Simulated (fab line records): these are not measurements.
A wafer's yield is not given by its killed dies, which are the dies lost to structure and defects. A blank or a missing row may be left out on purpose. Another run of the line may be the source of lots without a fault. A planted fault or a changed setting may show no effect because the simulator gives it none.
Comparing a struck lot with a sound one ; flow sky130 ; 15 steps out of a route of 708
Sound: wafers L265.1, L265.2, L265.4. Struck: wafers L272.3, L272.5 (left out: L272.1, a lot-mate that was not struck); the cause follows at the end.
Per side, at each step with rows, come the tool, then ch with its chambers, and then its first start. Under that, the readings that differ: sound wafers ; struck wafers ; difference of the means ; sigmas: that difference in standard deviations of wafers without a fault.
alike: a reading whose means differ by less than 2 such deviations, as well as words and numbers matching on both sides. not compared: withheld readings; readings where some wafer has no value; bounds like >300 that might hide an equal value; numbers whose values overlap and for which the record gives no deviation.
A row with sigmas, a row that says differs or no value, or rows on one side alone: a step with any of these is where the two part. Numbers that have no deviation but don't overlap get no sigmas and don't part them. A reading missing from all wafers of one side parts the sides only when that side holds two or more wafers.

SKY_FIELD_ISO_ETCH_15: etches the open film in CHF3/O2, stops on Si, target depth 180 nm, time 72 s.
  sound on rie_diel-03 ch 0,1,2, day 2 11:51; struck on rie_diel-02 ch 0, day 4 01:35
reading;sound;struck;difference;sigmas
oes_product_au (a.u.);0.905 0.893 0.899;0.879 0.882;-0.018;-3
  alike: drypump_motor_current_A, throttle_valve_pct
  not compared: rf_hours_counter_h
SKY_FIELD_ISO_STRIP_16: strips in O2/N2.
  sound on plasma_asher-03 ch 0,1, day 2 11:55; struck on plasma_asher-01 ch 1, day 4 01:38
  alike: drypump_motor_current_A, oes_product_au, strip_time_to_endpoint_s
  not compared: rf_hours_counter_h
SKY_FIELD_ISO_ETCH_17: etches Si in HBr/Cl2/O2, target depth 342 nm, time 97.7 s.
  sound on rie_si-01 ch 1,3, day 2 12:01; struck on rie_si-01 ch 2,3, day 4 01:44
  alike: drypump_motor_current_A, oes_product_au, throttle_valve_pct
  not compared: rf_hours_counter_h
then, 5 steps without rows for these wafers: SKY_FIELD_ISO_WET_ETCH_18 (etches Si3N4 in H3PO4, target depth 25 nm, time 286 s); SKY_FIELD_ISO_CLEAN_19 (cleans in SC1/SC2, time 150 s); SKY_FIELD_ISO_CLEAN_20 (cleans in dHF, time 20 s); SKY_FIELD_ISO_WET_ETCH_21 (etches SiO2 in dHF, target depth 20 nm, time 400 s); SKY_FIELD_ISO_OXIDATION_22 (stabilise 600 s, purge 300 s, target thk 10 nm).
SKY_FIELD_ISO_THK_MEAS_23:
  struck on film_metro-01, day 4 03:15; sound on film_metro-02, day 2 15:10
  alike: FIELD_ISO_OXIDATION_01_THK
then, 1 step without rows for these wafers: SKY_FIELD_ISO_CVD_24 (deposits SiO2, target thk 595 nm, time 99.2 s).
SKY_FIELD_ISO_THK_MEAS_25:
  struck on film_metro-02, day 4 03:23; sound on film_metro-01, day 2 15:18
  alike: FIELD_ISO_CVD_24_THK
then, 1 step without rows for these wafers: SKY_FIELD_ISO_ANNEAL_26 (time 1800 s).
SKY_FIELD_ISO_CMP_27: polishes, stops on Si3N4, t overpolish 16 s, target thk 457.8 nm.
  sound on cmp-02 ch 1,2,3, day 2 16:52; struck on cmp-01 ch 0, day 4 05:53
reading;sound;struck;difference;sigmas
overpolish_run_s (s);15.995 16.013 16.015;17.031 17.039;+1.027;+99 or more
t_overpolish_s (s);16 16 16;17.038 17.038;+1.038;
  alike: motor_current_A, time_to_endpoint_s
then, 1 step without rows for these wafers: SKY_FIELD_ISO_WET_ETCH_28 (etches SiO2 in dHF, target depth 23.7 nm, time 47 s).
-- record jumps: 44 days separate the struck wafers' starts on either side; left off in module FIELD_ISO, taken up again in module PAD_OPEN, whose first shown step is the route's number 708 --
SKY_PAD_OPEN_PROBE_99:
  struck on prober-02, day 48 02:11; sound on prober-02, day 46 01:59
reading;sound;struck;difference;sigmas
killed_at_other;0 0 0;1 2;+2;+3
  alike: killed_at_M0_to_M3, killed_at_M4_up, killed_at_contacts, killed_at_front_end, killed_dies, killed_open, killed_short

## WHERE THEY PART
First at SKY_FIELD_ISO_ETCH_15; last, within this record, at SKY_PAD_OPEN_PROBE_99.

WHY: what had been put in by the simulator
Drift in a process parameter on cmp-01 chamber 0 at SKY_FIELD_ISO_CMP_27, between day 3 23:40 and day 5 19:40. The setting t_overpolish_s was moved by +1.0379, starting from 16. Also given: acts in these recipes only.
